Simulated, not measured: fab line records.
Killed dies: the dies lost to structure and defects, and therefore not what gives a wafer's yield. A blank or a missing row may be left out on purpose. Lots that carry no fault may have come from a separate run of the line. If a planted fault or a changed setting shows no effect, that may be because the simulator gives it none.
What tool caused it? | flow gf180mcu | Sampling: 13 lots, 39 wafers, 6 of 602 route steps

WHAT EACH GAUGE READ, for each wafer
GF_STI_CD_MEAS_12 targets a cd of 220 nm. Usual: cdNm reads 219.9 nm (standard deviation 1.5).
lot  | measured    | on       | cdNm (nm)         | flag
L121 | day 2 02:10 | cdSem-02 | 219.7 220.6 220.6 | 
L122 | day 2 08:05 | cdSem-02 | 219.4 218.9 220.7 | 
L123 | day 2 11:35 | cdSem-02 | 218.2 218.8 219.0 | 
L124 | day 2 17:37 | cdSem-01 | 218.4 219.7 218.6 | 
L128 | day 3 14:05 | cdSem-01 | 218.2 217.9 217.5 | 
L131 | day 4 05:52 | cdSem-02 | 220.9 221.5 221.8 | 
L132 | day 4 09:28 | cdSem-01 | 220.3 219.5 220.4 | 
L133 | day 4 15:47 | cdSem-01 | 221.8 221.5 220.8 | 
L137 | day 5 11:35 | cdSem-02 | 219.6 218.9 220.9 | 
L138 | day 5 15:29 | cdSem-02 | 218.7 218.0 220.1 | 
L139 | day 6 00:37 | cdSem-02 | 218.8 217.1 217.6 | 
L141 | day 6 10:17 | cdSem-01 | 217.5 218.7 217.9 | 
L144 | day 6 23:31 | cdSem-02 | 221.1 221.4 221.4 | 

GF_LVPWELL_TW_MEAS_11. Usual: LVPWELL_TW 560, standard deviation 3.
lot  | measured    | on           | LVPWELL_TW  | flag
L121 | day 3 22:52 | filmMetro-02 | 562 562 562 | 
L122 | day 4 03:10 | filmMetro-03 | 553 553 553 | 
L123 | day 4 08:34 | filmMetro-02 | 560 561 561 | 
L124 | day 4 13:46 | filmMetro-02 | 560 563 561 | 
L128 | day 5 14:10 | filmMetro-02 | 564 560 565 | 
L131 | day 6 05:10 | filmMetro-03 | 559 558 561 | 
L132 | day 6 09:08 | filmMetro-03 | 574 576 574 | OFF
L133 | day 6 14:38 | filmMetro-01 | 577 574 573 | OFF
L137 | day 7 18:50 | filmMetro-02 | 565 562 560 | 
L138 | day 7 22:04 | filmMetro-03 | 556 552 555 | 
L139 | day 8 05:41 | filmMetro-02 | 556 559 562 | 
L141 | day 8 16:26 | filmMetro-01 | 561 563 564 | 
L144 | day 9 06:05 | filmMetro-03 | 560 560 560 | 

GF_VT_IMPLANT_RS_MEAS_46: the measuring method here is four-point-probe. Usual: MVSD_RS 456.5 ohm/sq, standard deviation 1.
lot  | measured     | on           | MVSD_RS (ohm/sq)  | flag
L121 | day 7 13:17  | filmMetro-03 | 456.6 456.8 456.1 | 
L122 | day 7 19:20  | filmMetro-03 | 456.2 456.9 458.4 | 
L123 | day 8 02:20  | filmMetro-03 | 458.4 457.3 456.8 | 
L124 | day 8 10:28  | filmMetro-02 | 455.9 455.9 457.0 | 
L128 | day 9 13:13  | filmMetro-01 | 457.3 457.4 456.0 | 
L131 | day 10 09:15 | filmMetro-01 | 456.7 457.1 457.9 | 
L132 | day 10 11:52 | filmMetro-01 | 457.5 456.7 455.7 | 
L133 | day 10 20:09 | filmMetro-03 | 455.0 455.7 456.6 | 
L137 | day 12 03:47 | filmMetro-01 | 459.2 458.7 458.4 | 
L138 | day 12 08:41 | filmMetro-01 | 456.8 457.6 455.5 | 
L139 | day 12 19:22 | filmMetro-02 | 454.9 455.5 453.6 | 
L141 | day 13 07:40 | filmMetro-02 | 455.1 455.5 456.1 | 
L144 | day 13 23:19 | filmMetro-02 | 455.4 456.0 456.5 | 

GF_VT_IMPLANT_RS_MEAS_48: the measuring method here is four-point-probe. Usual: LVPWELL_RS 1197.9 ohm/sq, standard deviation 2.9.
lot  | measured     | on           | LVPWELL_RS (ohm/sq)  | flag
L121 | day 7 13:31  | filmMetro-03 | 1199.5 1198.4 1199.4 | 
L122 | day 7 19:34  | filmMetro-03 | 1199.3 1196.7 1197.3 | 
L123 | day 8 02:34  | filmMetro-03 | 1197.5 1199.1 1198.0 | 
L124 | day 8 10:43  | filmMetro-02 | 1193.2 1194.4 1190.2 | 
L128 | day 9 13:28  | filmMetro-01 | 1201.7 1198.6 1201.3 | 
L131 | day 10 09:29 | filmMetro-01 | 1198.4 1200.1 1202.3 | 
L132 | day 10 12:07 | filmMetro-01 | 1143.3 1140.6 1143.1 | OFF
L133 | day 10 20:23 | filmMetro-03 | 1141.4 1145.9 1142.7 | OFF
L137 | day 12 04:01 | filmMetro-01 | 1194.3 1197.9 1197.7 | 
L138 | day 12 08:55 | filmMetro-01 | 1197.0 1193.8 1196.9 | 
L139 | day 12 19:36 | filmMetro-02 | 1199.4 1201.8 1197.4 | 
L141 | day 13 07:55 | filmMetro-02 | 1200.2 1198.7 1197.1 | 
L144 | day 13 23:34 | filmMetro-02 | 1200.8 1202.7 1198.2 | 

GF_DUAL_GATE_OVL_MEAS_11. Usual: DUAL_GATE_OVL 0.5 nm, standard deviation 1.1.
lot  | measured     | on         | DUAL_GATE_OVL (nm) | flag
L121 | day 8 07:22  | overlay-02 | 0.6 -0.2 0.5       | 
L122 | day 8 12:59  | overlay-01 | 1.7 1.4 1.1        | 
L123 | day 8 21:29  | overlay-02 | 1.4 1.3 1.5        | 
L124 | day 9 05:26  | overlay-02 | -0.2 1.4 -0.5      | 
L128 | day 10 10:22 | overlay-02 | -1.0 -0.7 -1.5     | 
L131 | day 11 05:49 | overlay-02 | 0.2 -0.5 -0.3      | 
L132 | day 11 08:56 | overlay-02 | -0.5 -0.2 1.0      | 
L133 | day 11 16:19 | overlay-01 | -0.5 1.5 -0.7      | 
L137 | day 13 02:22 | overlay-02 | -0.1 1.7 0.3       | 
L138 | day 13 06:20 | overlay-01 | 1.1 1.1 0.1        | 
L139 | day 13 17:25 | overlay-01 | 0.5 1.2 1.1        | 
L141 | day 14 05:19 | overlay-01 | 1.1 1.4 1.0        | 
L144 | day 14 22:53 | overlay-02 | 2.2 2.2 1.4        | 

WHICH TOOL RAN EACH LOT (tool, then ch and the chambers of the sampled wafers, then the start)
lot  | GF_LVPWELL_IMPLANT_08
L121 | implanter-01 ch 0, day 3 22:28
L122 | implanter-01 ch 0, day 4 02:46
L123 | implanter-01 ch 0, day 4 08:10
L124 | implanter-01 ch 0, day 4 13:23
L128 | implanter-03 ch 0, day 5 13:49
L131 | implanter-04 ch 0, day 6 04:46
L132 | implanter-01 ch 0, day 6 08:46
L133 | implanter-01 ch 0, day 6 14:14
L137 | implanter-04 ch 0, day 7 18:26
L138 | implanter-04 ch 0, day 7 21:41
L139 | implanter-03 ch 0, day 8 05:17
L141 | implanter-03 ch 0, day 8 16:05
L144 | implanter-04 ch 0, day 9 05:41
- GF_LVPWELL_IMPLANT_08

WHAT THE TOOLS THEMSELVES READ (means of the sampled wafers that have a number; where no wafer has one, the mark that the record gives instead)
GF_LVPWELL_IMPLANT_08. Usual: beamOnS 10.00 s, standard deviation 0.21; doseIonsCm2 1.4998e+13, standard deviation 1.8e+10; faradayCurrentUA 84.6, standard deviation 1.7; tiltDeg -0.003 degrees, standard deviation 0.025.
lot  | tool         | beamOnS (s) | doseIonsCm2 | faradayCurrentUA | tiltDeg (degrees) | flag
L121 | implanter-01 | 10.07       | 1.4979e+13  | 84.1             | 0.000             | 
L122 | implanter-01 | 9.92        | 1.4999e+13  | 85.4             | 0.023             | 
L123 | implanter-01 | 10.03       | 1.4974e+13  | 84.1             | -0.017            | 
L124 | implanter-01 | 10.00       | 1.5005e+13  | 84.6             | -0.044            | 
L128 | implanter-03 | 10.02       | 1.4996e+13  | 84.4             | -0.004            | 
L131 | implanter-04 | 10.04       | 1.4998e+13  | 84.1             | 0.035             | 
L132 | implanter-01 | 9.86        | 1.6407e+13  | 93.8             | 0.009             | OFF
L133 | implanter-01 | 10.06       | 1.6379e+13  | 91.9             | -0.020            | OFF
L137 | implanter-04 | 10.08       | 1.5008e+13  | 83.7             | 0.018             | 
L138 | implanter-04 | 10.04       | 1.4994e+13  | 84.3             | -0.054            | 
L139 | implanter-03 | 9.98        | 1.5020e+13  | 84.9             | 0.004             | 
L141 | implanter-03 | 10.16       | 1.5000e+13  | 83.2             | -0.007            | 
L144 | implanter-04 | 9.97        | 1.4975e+13  | 85.1             | -0.024            | 

THE ANSWER, worked out from the rows above alone
Rule: lot off if the mean of its wafers having a number is beyond 3 standard deviations from the usual mean. Also off: a lot with no number at a reading for which 4 or more lots have one. Any other lot the step has rows for is counted as sound. Order of review: gauges by route order, followed by the tools' own readings, for which a lot's mean as printed above is used. At the first step where some lot is off, the reading lying furthest off is the one used; lots without a number count as furthest.
Off: L132, L133, seen at GF_LVPWELL_TW_MEAS_11 (LVPWELL_TW).
If a tool, at a process step before that reading, ran all the lots that are off and no sound lot after the first of them, it fits. The gauges at GF_LVPWELL_TW_MEAS_11 aren't tried: what is off there is off at GF_LVPWELL_IMPLANT_08 too, on other tools, and a gauge's error can't cause that. One fits: implanter-01 at GF_LVPWELL_IMPLANT_08. Its last sound lot is L124 (day 4 13:23), its first lot that is off L132 (day 6 08:46): a fault that began between those two fits.
The tool's own readings at GF_LVPWELL_IMPLANT_08 bear it out: on the lots that are off they differ by more than 5 times the standard deviation of the sound lots' means. doseIonsCm2 reads 1.6393e+13 there against 1.4995e+13 on the sound lots; faradayCurrentUA reads 92.8 there against 84.4 on the sound lots.

WHAT THE SIMULATOR PUT IN
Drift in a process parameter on implanter-01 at GF_LVPWELL_IMPLANT_08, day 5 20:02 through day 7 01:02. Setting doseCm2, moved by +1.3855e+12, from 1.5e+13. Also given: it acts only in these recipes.
Struck lots among those shown: L132, L133. The same result came from the rule above.
